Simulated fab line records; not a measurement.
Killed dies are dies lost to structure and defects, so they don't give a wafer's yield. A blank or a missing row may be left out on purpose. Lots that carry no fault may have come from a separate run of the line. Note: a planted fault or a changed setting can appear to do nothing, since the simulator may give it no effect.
Chamber matching | flow sky130 | SKY_VIA1_CMP_02 on cmp-02: 4 sister chambers
The step polishes SiO2. 4 wafers are shown with their chamber, then 12 later ones without.

EACH WAFER AND ITS CHAMBER
wafer  | chamber | motorCurrentA (A)
L090.6 | 0       | 12.4
L091.1 | 2       | 12.1
L091.2 | 1       | 10.8
L091.4 | 3       | 10.1

WAFERS WITHOUT THEIR CHAMBER
wafer  | motorCurrentA (A)
L092.1 | 12.0
L092.3 | 12.0
L092.5 | 12.8
L093.3 | 11.9
L093.4 | 9.8
L093.6 | 9.6
L095.1 | 10.3
L095.2 | 10.1
L095.4 | 12.1
L097.2 | 12.3
L097.3 | 10.8
L097.6 | 12.6

THE CHAMBER EACH PASSED THROUGH
wafer  | from the rows above     | in truth
L092.1 | can't be placed: 2 or 0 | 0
L092.3 | can't be placed: 2 or 0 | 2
L092.5 | can't be placed: 0 or 2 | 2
L093.3 | can't be placed: 2 or 0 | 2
L093.4 | 3                       | 3
L093.6 | 3                       | 3
L095.1 | can't be placed: 3 or 1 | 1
L095.2 | 3                       | 3
L095.4 | can't be placed: 2 or 0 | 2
L097.2 | can't be placed: 0 or 2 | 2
L097.3 | 1                       | 1
L097.6 | can't be placed: 0 or 2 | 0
Correct placement for 4 of the 12. Unplaceable from these rows: 8, with the true chamber sitting among the candidates in 8. Placed wrongly: 0.
How it was worked out, from the rows above alone: a wafer's distance from a chamber is the root of the sum, over the readings, of the square of ((its reading less the chamber's mean) divided by the reading's scatter). If the next closest chamber is less than 2 further off than the closest, the wafer can't be placed; otherwise it belongs to the closest. A chamber's mean is the mean of its shown wafers. The scatter (one wafer shown for each chamber): square how far every hidden wafer sits from the nearest shown wafer, average those squares and take the square root.
